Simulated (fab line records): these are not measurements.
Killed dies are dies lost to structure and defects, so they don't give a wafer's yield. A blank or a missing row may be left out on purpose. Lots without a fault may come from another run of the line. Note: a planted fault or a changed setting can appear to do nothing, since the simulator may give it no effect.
Chamber matching    flow sky130    4 sister chambers for SKY_VIA1_CMP_24 on cmp-01
The step polishes, stops on SiO2, t overpolish 15 s, target thk 0 nm. 8 wafers are shown with their chamber, then 9 later ones without.

== WAFERS PAIRED WITH THEIR CHAMBERS ==
wafer   chamber  motor-current-A (A)  time-to-endpoint-s (s)
L991.1  1        10.5                 68.6
L991.2  3        14.1                 64.9
L992.2  0        10.7                 68.7
L992.3  1        10.0                 68.7
L992.6  2        11.6                 71.3
L101.1  3        13.6                 64.6
L101.3  0        11.3                 66.4
L101.5  2        11.9                 63.1

== WAFERS WITH NO CHAMBER GIVEN ==
wafer   motor-current-A (A)  time-to-endpoint-s (s)
L106.3  11.0                 65.5
L106.4  13.9                 63.1
L106.5  13.2                 65.6
L108.1  10.4                 68.6
L108.4  13.6                 65.6
L108.6  10.0                 68.6
L109.1  12.4                 70.5
L109.2  10.8                 69.2
L109.4  12.8                 64.6

== EACH ONE'S CHAMBER ==
wafer   from the rows above           in truth
L106.3  can't be placed: 0 or 2 or 1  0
L106.4  3                             3
L106.5  3                             3
L108.1  can't be placed: 1 or 0       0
L108.4  3                             3
L108.6  1                             1
L109.1  can't be placed: 2 or 0       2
L109.2  can't be placed: 0 or 1       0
L109.4  can't be placed: 3 or 2       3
Correctly placed: 4 of 9. Can't be placed from these rows: 5 (the true chamber is among the candidates in 5). Number placed wrongly: 0.
How it was worked out, from the rows above alone: a wafer's distance from a chamber is the root of the sum, over the readings, of the square of ((its reading less the chamber's mean) divided by the reading's scatter). If the next closest chamber is less than 2 further off than the closest, the wafer can't be placed; otherwise it belongs to the closest. The mean given for a chamber averages the wafers shown for that chamber. How the scatter is found: for the shown wafers, subtract from each reading the mean of its chamber, square and add these, divide the total by (wafers less chambers), then take the root.
